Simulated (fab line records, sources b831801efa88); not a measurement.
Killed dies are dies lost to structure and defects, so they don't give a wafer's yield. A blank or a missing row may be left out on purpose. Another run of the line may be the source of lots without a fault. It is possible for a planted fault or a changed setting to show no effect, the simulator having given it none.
Problem report, 8D (eight disciplines) form, completed by code	flow gf180mcu	the parts of the form that need people (team, actions taken, sign-off) are left out

1. WHAT WENT WRONG
Wafers without a fault read 396.8 W, standard deviation 1.8; rfFwdPowerW at GF_POLY_GATE_ETCH_13 reads a mean of 461.1 W on 6 wafers belonging to 2 lots. Measured from the usual mean, that is +36 standard deviations.
The step: etches poly-Si in HBr/Cl2, stops on SiO2, target depth 198.5 nm, time 69.6 s.
First seen on wafer L328.2, day 12 11:12, on rieSi-02. At this step, 18 wafers from 6 lots have a number in the record. By rule, "out" or "out of limits" means more than 4 standard deviations away from the usual mean. The rest of the wafers with a number are treated as sound.

2. WHAT IT IS AND WHAT IT IS NOT
question	is	is not
which readings at this step	rfFwdPowerW	oesProductAu, throttleValvePct
which lots	L328, L331	L317, L321, L336, L338
which wafers of those lots	all that have a number	-
read on which tools	rieSi-02	rieSi-01
when	from day 12 11:12	up to then (6 sound wafers); but 6 sound wafers of L336, L338 came after

3. SUSPECTS, AND WHAT RULES EACH OUT
Counting: a tool at a process step up to the reading stays a suspect if it ran every lot that is out and no sound lot after the first of them.
- rieSi-02 at GF_POLY_GATE_ETCH_13 (etches poly-Si in HBr/Cl2, stops on SiO2, target depth 198.5 nm, time 69.6 s): kept. All lots that are out passed through it, beginning with L328 at day 12 11:12, and no sound lot followed; its final sound lot before that point was L317 at day 9 06:51. Its own rfFwdPowerW readings are out on those wafers.
Remaining after the count: rieSi-02 at GF_POLY_GATE_ETCH_13.

4. THE CAUSE (what the simulator had put in)
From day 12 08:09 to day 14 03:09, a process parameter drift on rieSi-02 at GF_POLY_GATE_ETCH_13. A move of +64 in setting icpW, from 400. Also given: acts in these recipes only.
The count eliminated every tool but this one.

5. THE EFFECT CHAIN, in route order
Each row: a reading whose mean over the struck wafers that have a number lies more than 3 standard deviations from the usual. Scope: only readings with a usual standard deviation given in the record; hours: median across lots of the time from each lot's start at the first step in this table that gives one to its start at this step; sigmas: change in usual standard deviations.
hours	step	reading	usual	on struck wafers	change	sigmas
0	GF_POLY_GATE_ETCH_13	rfFwdPowerW	396.8 W	461.1	+64.3	+36
Its process steps:
- GF_POLY_GATE_ETCH_13: etches poly-Si in HBr/Cl2, stops on SiO2, target depth 198.5 nm, time 69.6 s.

6. WHAT WOULD HAVE CAUGHT IT SOONER
3 hours passed between the start of the fault at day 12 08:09 and the first reading out of limits in this record, taken at day 12 11:12.
